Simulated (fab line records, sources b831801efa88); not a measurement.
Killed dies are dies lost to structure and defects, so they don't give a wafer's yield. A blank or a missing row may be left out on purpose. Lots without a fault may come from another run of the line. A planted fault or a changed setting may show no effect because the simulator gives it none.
Chamber matching | flow sky130 | SKY_CONTACT_CMP_04 on cmp-02: 4 sister chambers
The step polishes SiO2. 16 wafers are shown with their chamber, then 8 later ones without.

WAFERS WITH THEIR CHAMBER
wafer  | chamber | motor_current_A (A) | time_to_endpoint_s (s)
L397.1 | 2       | 12.5                | 83
L397.5 | 2       | 13.5                | 81
L397.6 | 3       | 11.0                | 81
L398.3 | 1       | 10.1                | 77
L398.4 | 2       | 12.9                | 83
L398.5 | 3       | 11.1                | 84
L399.1 | 3       | 11.5                | 83
L399.3 | 1       | 9.4                 | 78
L399.6 | 0       | 11.4                | 87
L400.1 | 2       | 12.9                | 78
L400.4 | 0       | 11.6                | 90
L400.6 | 0       | 11.5                | 85
L405.1 | 0       | 11.8                | 83
L405.5 | 1       | 9.0                 | 73
L405.6 | 2       | 13.0                | 78
L407.1 | 2       | 12.3                | 86

SIGNATURES (means of the wafers above)
reading            | chamber 0 | chamber 1 | chamber 2 | chamber 3 | scatter within a chamber
motor_current_A    | 11.575    | 9.500     | 12.850    | 11.200    | 0.379
time_to_endpoint_s | 86.25     | 76.00     | 81.50     | 82.67     | 2.81
Rule: a wafer's distance from a chamber is the root of the sum, over the readings, of the square of ((its reading less the chamber's mean) divided by the reading's scatter). The wafer belongs to the nearest chamber; if the next one is less than 2 further off, it can't be placed. The scatter: the root of (the sum of the squares of (reading less its chamber's mean) over the shown wafers, divided by (wafers less chambers)).

WAFERS WITHOUT THEIR CHAMBER
wafer  | motor_current_A (A) | time_to_endpoint_s (s)
L407.3 | 11.2                | 83
L407.5 | 11.3                | 92
L406.1 | 12.4                | 79
L406.2 | 11.4                | 88
L406.6 | 11.8                | 89
L408.1 | 11.7                | 83
L408.2 | 11.3                | 80
L408.6 | 9.3                 | 76

WHICH CHAMBER EACH WENT THROUGH
wafer  | from the rows above          | in truth
L407.3 | can't be placed: 3 or 0      | 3
L407.5 | can't be placed: 0 or 3      | 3
L406.1 | can't be placed: 2 or 0 or 3 | 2
L406.2 | can't be placed: 0 or 3      | 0
L406.6 | can't be placed: 0 or 3      | 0
L408.1 | can't be placed: 0 or 3 or 2 | 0
L408.2 | can't be placed: 3 or 0      | 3
L408.6 | 1                            | 1
Placed correctly: 1 of 8. Can't be placed from these rows: 7 (the true chamber is among the candidates in 7). Placed wrongly: 0.
